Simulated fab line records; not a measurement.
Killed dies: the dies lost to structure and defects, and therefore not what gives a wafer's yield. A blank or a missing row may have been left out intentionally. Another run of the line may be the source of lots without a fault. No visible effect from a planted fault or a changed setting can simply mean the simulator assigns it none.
Check for tools in common :: flow sky130 :: Sample size 13 lots and 39 wafers

== WHY IT WAS OPENED ==
1 of 13 lots carry a flag on the reading PWDE_TW at SKY_PWDE_TW_MEAS_10. Fault-free wafers read 377, with a standard deviation of 3.9.
Rule: a lot gets a flag if all its wafers with a number sit over 4 standard deviations from that mean, or if no wafer of it has a number. As for the other lots, they are considered sound.

lot: L660
measured: day 3 22:11
on: filmMetro-03
PWDE_TW, wafer by wafer: 381 379 381
flag: 

lot: L663
measured: day 4 13:47
on: filmMetro-02
PWDE_TW, wafer by wafer: 373 370 372
flag: 

lot: L664
measured: day 4 20:15
on: filmMetro-02
PWDE_TW, wafer by wafer: 371 373 371
flag: 

lot: L665
measured: day 4 23:05
on: filmMetro-03
PWDE_TW, wafer by wafer: 382 382 379
flag: 

lot: L666
measured: day 5 05:47
on: filmMetro-01
PWDE_TW, wafer by wafer: 380 380 378
flag: 

lot: L667
measured: day 5 12:56
on: filmMetro-03
PWDE_TW, wafer by wafer: 379 382 377
flag: 

lot: L669
measured: day 5 23:38
on: filmMetro-02
PWDE_TW, wafer by wafer: 372 373 373
flag: 

lot: L670
measured: day 6 04:04
on: filmMetro-02
PWDE_TW, wafer by wafer: 374 373 371
flag: 

lot: L671
measured: day 6 08:05
on: filmMetro-03
PWDE_TW, wafer by wafer: 30 30 30
flag: FLAGGED

lot: L672
measured: day 6 17:00
on: filmMetro-02
PWDE_TW, wafer by wafer: 372 373 372
flag: 

lot: L677
measured: day 7 20:23
on: filmMetro-01
PWDE_TW, wafer by wafer: 382 381 380
flag: 

lot: L681
measured: day 8 23:23
on: filmMetro-02
PWDE_TW, wafer by wafer: 371 372 371
flag: 

lot: L682
measured: day 9 04:44
on: filmMetro-03
PWDE_TW, wafer by wafer: 379 379 379
flag: 
The mean of the flagged lots' numbers is 30, -347 from the usual (-89 standard deviations).

== WHICH TOOL EACH LOT WENT THROUGH ==
The record holds 1 process step before the reading, out of a route of 708 steps. Each cell gives the tool, then ch followed by the chambers the sampled wafers passed through, then the start.
lot: L660
flag: 
SKY_PWDE_EXPOSE_04: ilineStepper-01 ch 0, day 3 14:01

lot: L663
flag: 
SKY_PWDE_EXPOSE_04: ilineStepper-01 ch 0, day 4 04:44

lot: L664
flag: 
SKY_PWDE_EXPOSE_04: ilineStepper-01 ch 0, day 4 11:49

lot: L665
flag: 
SKY_PWDE_EXPOSE_04: ilineStepper-02 ch 0, day 4 14:59

lot: L666
flag: 
SKY_PWDE_EXPOSE_04: ilineStepper-02 ch 0, day 4 20:50

lot: L667
flag: 
SKY_PWDE_EXPOSE_04: ilineStepper-01 ch 0, day 5 03:31

lot: L669
flag: 
SKY_PWDE_EXPOSE_04: ilineStepper-02 ch 0, day 5 15:11

lot: L670
flag: 
SKY_PWDE_EXPOSE_04: ilineStepper-01 ch 0, day 5 18:34

lot: L671
flag: FLAGGED
SKY_PWDE_EXPOSE_04: ilineStepper-02 ch 0, day 5 22:53

lot: L672
flag: 
SKY_PWDE_EXPOSE_04: ilineStepper-02 ch 0, day 6 07:43

lot: L677
flag: 
SKY_PWDE_EXPOSE_04: ilineStepper-02 ch 0, day 7 10:29

lot: L681
flag: 
SKY_PWDE_EXPOSE_04: ilineStepper-02 ch 0, day 8 12:55

lot: L682
flag: 
SKY_PWDE_EXPOSE_04: ilineStepper-01 ch 0, day 8 17:29
What is done by these steps:
- SKY_PWDE_EXPOSE_04: exposes mask PWDEM, target cd 840 nm.
- SKY_PWDE_TW_MEAS_10

== FLAGGED AGAINST TOTAL, ONE TOOL AT A TIME (gauges that did the reading follow at the end) ==
step: SKY_PWDE_EXPOSE_04
tool: ilineStepper-01
lots run: 6
flagged: 0
share of the flagged lots: none
sound lots run after its first flagged lot: -

step: SKY_PWDE_EXPOSE_04
tool: ilineStepper-02
lots run: 7
flagged: 1
share of the flagged lots: all
sound lots run after its first flagged lot: 3 (L672,L677,L681)

step: SKY_PWDE_TW_MEAS_10
tool: filmMetro-01
lots run: 2
flagged: 0
share of the flagged lots: none
sound lots run after its first flagged lot: -

step: SKY_PWDE_TW_MEAS_10
tool: filmMetro-02
lots run: 6
flagged: 0
share of the flagged lots: none
sound lots run after its first flagged lot: -

step: SKY_PWDE_TW_MEAS_10
tool: filmMetro-03
lots run: 5
flagged: 1
share of the flagged lots: all
sound lots run after its first flagged lot: 1 (L682)

== WHAT THE TABLE ALLOWS ==
Every flagged lot went through 2 rows of the table: ilineStepper-02 at SKY_PWDE_EXPOSE_04 and filmMetro-03 at SKY_PWDE_TW_MEAS_10.
- ilineStepper-02 at SKY_PWDE_EXPOSE_04 ran 7 lots, 1 of them flagged. Lots that were sound ran on it after the first flagged one (L672, L677, L681); a persistent fault on the entire tool would not allow that.
- filmMetro-03 at SKY_PWDE_TW_MEAS_10 ran 5 lots, 1 of them flagged. Lots that were sound ran on it after the first flagged one (L682); a persistent fault on the entire tool would not allow that.
There is no row in the table that ran each flagged lot and no sound lot after the first.

== WHAT THE SIMULATOR HAD INSERTED ==
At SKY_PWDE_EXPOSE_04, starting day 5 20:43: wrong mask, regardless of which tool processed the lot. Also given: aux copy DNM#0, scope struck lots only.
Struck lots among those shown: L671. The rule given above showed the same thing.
